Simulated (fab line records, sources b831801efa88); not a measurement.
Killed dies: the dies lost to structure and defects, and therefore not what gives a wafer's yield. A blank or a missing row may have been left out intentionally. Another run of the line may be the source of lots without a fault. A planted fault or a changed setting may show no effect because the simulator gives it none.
Which of the tools did it? :: flow gf180mcu :: 39 wafers sampled from 13 lots at 1 step of a route of 602

WHAT EACH GAUGE READ, for each wafer
GF_NWELL_OVL_MEAS_07.
lot: L880
measured: day 3 07:54
on: overlay-02
NWELL_OVL (nm): -2.1 -2.1 -0.4

lot: L882
measured: day 3 22:52
on: overlay-02
NWELL_OVL (nm): -1.7 -1.1 -1.0

lot: L883
measured: day 4 05:08
on: overlay-02
NWELL_OVL (nm): -4.7 -4.1 -2.9

lot: L885
measured: day 4 09:11
on: overlay-01
NWELL_OVL (nm): 1.6 -0.3 1.3

lot: L887
measured: day 5 02:32
on: overlay-02
NWELL_OVL (nm): -2.6 -2.7 -1.3

lot: L888
measured: day 5 02:55
on: overlay-02
NWELL_OVL (nm): 2.6 1.5 1.5

lot: L890
measured: day 5 18:36
on: overlay-01
NWELL_OVL (nm): 1.1 1.1 0.3

lot: L893
measured: day 6 07:59
on: overlay-01
NWELL_OVL (nm): -1.6 -2.4 -4.5

lot: L895
measured: day 6 18:00
on: overlay-02
NWELL_OVL (nm): -0.9 -0.1 1.3

lot: L896
measured: day 6 21:30
on: overlay-01
NWELL_OVL (nm): -0.4 -1.1 1.2

lot: L900
measured: day 7 21:27
on: overlay-01
NWELL_OVL (nm): -1.8 -0.1 0.8

lot: L902
measured: day 8 09:59
on: overlay-02
NWELL_OVL (nm): -0.4 -2.2 -0.5

lot: L903
measured: day 8 13:53
on: overlay-01
NWELL_OVL (nm): -0.1 -0.4 -0.7

WHAT TOOL EACH LOT RAN ON (gives the tool, then ch and the chambers of the sampled wafers, and finally the start)
The record holds no process step before these readings.

AS READ BY THE TOOLS THEMSELVES (means over the sampled wafers that have a number; for cases with no such wafer, the mark the record gives instead)
The record holds no such reading with a usual standard deviation.

THE ANSWER, worked out from the rows above alone
Rule: the usual values come from the lots themselves. The widest of any qualifying gaps counts: lots, ordered by their means at a reading, are off when they make up no more than a third of the lots, leave a main group of 4 or more, and stand apart from it by 3 or more times the standard deviation of that group's means. A main group is skipped when, at the precision printed for the reading in the tables above, its means are all equal. Also off: a lot with no number at a reading for which 4 or more lots have one. All remaining lots with rows at the step are treated as sound. After the gauges, taken in route order, come the tools' own readings; for these a lot's mean is taken, as printed above. At the first step where some lot is off, the reading lying furthest off is the one used; lots without a number count as furthest.
No lot is off on any of the readings shown, so nothing can be concluded from this.

WHAT HAD BEEN PUT IN BY THE SIMULATOR
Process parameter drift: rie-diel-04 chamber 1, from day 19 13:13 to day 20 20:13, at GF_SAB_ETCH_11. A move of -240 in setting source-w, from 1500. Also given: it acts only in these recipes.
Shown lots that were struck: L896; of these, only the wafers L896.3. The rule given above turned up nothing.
